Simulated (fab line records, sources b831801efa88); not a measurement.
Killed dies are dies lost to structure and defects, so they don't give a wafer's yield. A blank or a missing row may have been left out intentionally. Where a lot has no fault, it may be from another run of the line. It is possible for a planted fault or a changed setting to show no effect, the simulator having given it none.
Which tool was responsible? + flow gf180mcu + route of 602 steps, sampled at 1 step: 6 lots, 18 wafers

## WHAT EACH GAUGE READ, for each wafer
GF_LVPWELL_OVL_MEAS_07.
| lot  | measured    | on         | LVPWELL_OVL (nm) |
|------|-------------|------------|------------------|
| L427 | day 4 15:02 | overlay-02 | -2.3 -1.2 -1.2   |
| L429 | day 5 01:41 | overlay-01 | 0.0 -1.6 -0.6    |
| L432 | day 5 16:19 | overlay-01 | -1.4 -2.2 -0.8   |
| L434 | day 6 04:36 | overlay-02 | -1.9 -0.9 -0.7   |
| L444 | day 8 16:05 | overlay-01 | -0.4 -0.5 -2.9   |
| L446 | day 9 01:26 | overlay-02 | -2.2 -1.6 -1.4   |

## WHAT TOOL EACH LOT RAN ON (gives the tool, then ch and the chambers of the sampled wafers, and finally the start)
Before these readings, the record contains no process step.

## THE ANSWER, worked out from the rows above alone
Rule: the lots themselves supply what counts as usual. The widest of any qualifying gaps counts: lots, ordered by their means at a reading, are off when they make up no more than a third of the lots, leave a main group of 4 or more, and stand apart from it by 3 or more times the standard deviation of that group's means. Not used: any main group whose means are identical at the precision the tables above print for the reading. Also off: a lot with no number at a reading for which 4 or more lots have one. All remaining lots with rows at the step are treated as sound.
Across all readings shown, no lot is off: no conclusion can be drawn from this.

## WHAT WAS PUT IN BY THE SIMULATOR
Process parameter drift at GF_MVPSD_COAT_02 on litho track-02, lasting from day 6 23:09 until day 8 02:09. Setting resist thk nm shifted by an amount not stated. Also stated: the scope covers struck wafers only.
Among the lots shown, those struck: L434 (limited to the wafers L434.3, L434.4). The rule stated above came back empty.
